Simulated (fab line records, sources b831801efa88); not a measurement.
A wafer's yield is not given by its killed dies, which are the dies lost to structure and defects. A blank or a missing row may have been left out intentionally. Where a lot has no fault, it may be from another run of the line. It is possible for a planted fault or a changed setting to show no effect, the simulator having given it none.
What tool caused it?	flow sky130	Sampling: 11 lots, 33 wafers, 7 of 708 route steps

== WHAT THE GAUGES SHOWED, per wafer ==
SKY_POLY_CUT_OVL_MEAS_09. Usual: POLY_CUT_OVL gives 5 nm (standard deviation 5.3).
lot	measured	on	POLY_CUT_OVL (nm)	flag
L917	day 25 10:13	overlay-02	11 11 12	
L919	day 26 00:53	overlay-02	-2 5 1	
L921	day 26 14:02	overlay-02	3 7 0	
L922	day 27 03:35	overlay-01	4 2 7	
L924	day 27 18:17	overlay-01	-2 -1 -2	
L925	day 28 02:56	overlay-01	3 0 3	
L928	day 29 03:14	overlay-02	12 15 10	
L929	day 29 10:20	overlay-02	5 12 12	
L936	day 31 11:20	overlay-02	-2 -6 -1	
L937	day 31 17:09	overlay-02	9 11 6	
L938	day 32 02:39	overlay-01	9 11 8	

SKY_SD_N_TW_MEAS_12. Usual: SD_N_TW gives 4017 (standard deviation 23).
lot	measured	on	SD_N_TW	flag
L917	day 29 03:13	film_metro-01	4029 4044 4048	
L919	day 29 15:46	film_metro-04	3988 4033 4028	
L921	day 30 05:13	film_metro-01	4001 4027 4016	
L922	day 30 17:29	film_metro-04	4018 4018 4005	
L924	day 31 06:46	film_metro-02	3991 4032 4008	
L925	day 31 15:43	film_metro-01	4001 4009 4031	
L928	day 32 14:53	film_metro-01	4116 4123 4130	OFF
L929	day 32 22:04	film_metro-04	4034 4027 4000	
L936	day 34 19:49	film_metro-02	4102 4093 4087	OFF
L937	day 35 01:29	film_metro-01	4018 4010 4005	
L938	day 35 10:02	film_metro-04	4036 4015 4021	

SKY_SD_N_RS_MEAS_16: a four-point-probe measurement. Usual: SD_N_RS gives 68.43 ohm/sq (standard deviation 0.11).
lot	measured	on	SD_N_RS (ohm/sq)	flag
L917	day 29 03:29	film_metro-02	68.29 68.30 68.49	
L919	day 29 16:04	film_metro-02	68.45 68.39 68.35	
L921	day 30 05:31	film_metro-04	68.39 68.51 68.52	
L922	day 30 17:47	film_metro-01	68.52 68.53 68.58	
L924	day 31 07:03	film_metro-04	68.37 68.32 68.50	
L925	day 31 15:59	film_metro-04	68.58 68.41 68.46	
L928	day 32 15:11	film_metro-04	63.59 63.62 63.57	OFF
L929	day 32 22:20	film_metro-01	68.48 68.55 68.54	
L936	day 34 20:06	film_metro-04	63.53 63.72 63.57	OFF
L937	day 35 01:47	film_metro-04	68.35 68.36 68.23	
L938	day 35 10:20	film_metro-02	68.58 68.39 68.44	

SKY_LI_CONTACT_BOW_MEAS_03. Usual: LI_CONTACT_BOW gives 55 um (standard deviation 6.3).
lot	measured	on	LI_CONTACT_BOW (um)	flag
L917	day 29 04:20	film_metro-01	46 62 65	
L919	day 29 16:54	film_metro-04	53 59 48	
L921	day 30 06:21	film_metro-04	63 65 47	
L922	day 30 18:37	film_metro-04	60 52 44	
L924	day 31 07:53	film_metro-01	53 56 48	
L925	day 31 16:50	film_metro-01	54 67 61	
L928	day 32 16:10	film_metro-01	53 60 55	
L929	day 32 23:11	film_metro-01	52 49 50	
L936	day 34 20:56	film_metro-01	69 63 52	
L937	day 35 02:38	film_metro-01	58 51 64	
L938	day 35 11:10	film_metro-01	63 52 53	

== WHICH TOOL RAN EACH LOT (tool, then ch and the chambers of the sampled wafers, then the start) ==
lot	SKY_RES_XHIGH_STRIP_08	SKY_SD_N_IMPLANT_09	SKY_SD_N_STRIP_11
L917	plasma_asher-03 ch 0,1, day 27 22:12	implanter-02 ch 0, day 29 02:49	plasma_asher-03 ch 0,1, day 29 03:07
L919	plasma_asher-01 ch 0,1, day 28 12:03	implanter-01 ch 0, day 29 15:22	plasma_asher-02 ch 0,1, day 29 15:40
L921	plasma_asher-03 ch 0,1, day 29 00:46	implanter-03 ch 0, day 30 04:49	plasma_asher-02 ch 0,1, day 30 05:07
L922	plasma_asher-04 ch 0,1, day 29 13:04	implanter-03 ch 0, day 30 17:06	plasma_asher-04 ch 0,1, day 30 17:22
L924	plasma_asher-01 ch 0,1, day 30 02:34	implanter-02 ch 0, day 31 06:22	plasma_asher-03 ch 0,1, day 31 06:40
L925	plasma_asher-03 ch 0,1, day 30 11:40	implanter-03 ch 0, day 31 15:19	plasma_asher-04 ch 0,1, day 31 15:37
L928	plasma_asher-01 ch 0,1, day 31 11:22	implanter-01 ch 0, day 32 14:11	plasma_asher-04 ch 0,1, day 32 14:47
L929	plasma_asher-03 ch 0,1, day 31 18:04	implanter-01 ch 0, day 32 21:40	plasma_asher-04 ch 0,1, day 32 21:58
L936	plasma_asher-03 ch 0,1, day 33 16:16	implanter-02 ch 0, day 34 19:06	plasma_asher-02 ch 0,1, day 34 19:43
L937	plasma_asher-04 ch 0,1, day 33 23:00	implanter-01 ch 0, day 35 01:07	plasma_asher-03 ch 0,1, day 35 01:24
L938	plasma_asher-04 ch 0,1, day 34 08:08	implanter-01 ch 0, day 35 09:40	plasma_asher-03 ch 0,1, day 35 09:56
- SKY_RES_XHIGH_STRIP_08: strips in O2/N2.
- SKY_SD_N_IMPLANT_09
- SKY_SD_N_STRIP_11: strips in O2/N2.

== AS READ BY THE TOOLS THEMSELVES (means over the sampled wafers that have a number; for cases with no such wafer, the mark the record gives instead) ==
SKY_RES_XHIGH_STRIP_08. Usual: drypump_motor_current_A 5.5 A, standard deviation 0.48; oes_product_au 0.711 a.u., standard deviation 0.0045; strip_time_to_endpoint_s 14.27 s, standard deviation 0.04.
lot	tool	drypump_motor_current_A (A)	oes_product_au (a.u.)	strip_time_to_endpoint_s (s)	flag
L917	plasma_asher-03	5.3	0.709	14.25	
L919	plasma_asher-01	5.7	0.710	14.30	
L921	plasma_asher-03	5.5	0.709	14.30	
L922	plasma_asher-04	5.4	0.710	14.25	
L924	plasma_asher-01	6.1	0.712	14.27	
L925	plasma_asher-03	5.3	0.709	14.24	
L928	plasma_asher-01	6.1	0.707	14.29	
L929	plasma_asher-03	5.3	0.710	14.24	
L936	plasma_asher-03	5.3	0.713	14.34	
L937	plasma_asher-04	5.2	0.712	14.19	
L938	plasma_asher-04	5.4	0.706	14.25	

SKY_SD_N_IMPLANT_09. Usual: dose_ions_cm2 at 3.999e+15, with a standard deviation of 4.1e+12.
lot	tool	dose_ions_cm2	flag
L917	implanter-02	3.995e+15	
L919	implanter-01	4.001e+15	
L921	implanter-03	4.000e+15	
L922	implanter-03	3.996e+15	
L924	implanter-02	4.001e+15	
L925	implanter-03	3.996e+15	
L928	implanter-01	3.996e+15	
L929	implanter-01	4.000e+15	
L936	implanter-02	3.998e+15	
L937	implanter-01	3.997e+15	
L938	implanter-01	4.003e+15	

SKY_SD_N_STRIP_11. Usual: drypump_motor_current_A 5.4 A, standard deviation 0.33; oes_product_au 0.528 a.u., standard deviation 0.0048; strip_time_to_endpoint_s 22.55 s, standard deviation 0.051.
lot	tool	drypump_motor_current_A (A)	oes_product_au (a.u.)	strip_time_to_endpoint_s (s)	flag
L917	plasma_asher-03	5.5	0.528	22.54	
L919	plasma_asher-02	5.6	0.525	22.52	
L921	plasma_asher-02	5.6	0.529	22.51	
L922	plasma_asher-04	5.5	0.528	22.48	
L924	plasma_asher-03	5.3	0.530	22.55	
L925	plasma_asher-04	5.4	0.531	22.60	
L928	plasma_asher-04	5.4	0.507	23.74	OFF
L929	plasma_asher-04	5.5	0.529	22.59	
L936	plasma_asher-02	5.6	0.512	23.80	OFF
L937	plasma_asher-03	5.4	0.530	22.52	
L938	plasma_asher-03	5.5	0.528	22.52	

== THE ANSWER, worked out from the rows above alone ==
Rule: lot off if the mean of its wafers having a number is beyond 3 standard deviations from the usual mean. A lot without any number at a reading at which 4 lots or more have one is off too. Where the step has rows for the other lots, those lots are counted as sound. First the gauges in route order, then the tools' own readings, where a lot's mean is used as printed above. At the first step where some lot is off, the reading lying furthest off is the one used; lots without a number count as furthest.
Off: L928, L936, seen at SKY_SD_N_TW_MEAS_12 (SD_N_TW).
If a tool, at a process step before that reading, ran all the lots that are off and no sound lot after the first of them, it fits. Not tried: the gauges at SKY_SD_N_TW_MEAS_12; whatever is off there is also off at SKY_SD_N_RS_MEAS_16, on other tools, and gauge error can't account for it. Not one of the candidates tried fits.

== WHAT THE SIMULATOR PUT IN ==
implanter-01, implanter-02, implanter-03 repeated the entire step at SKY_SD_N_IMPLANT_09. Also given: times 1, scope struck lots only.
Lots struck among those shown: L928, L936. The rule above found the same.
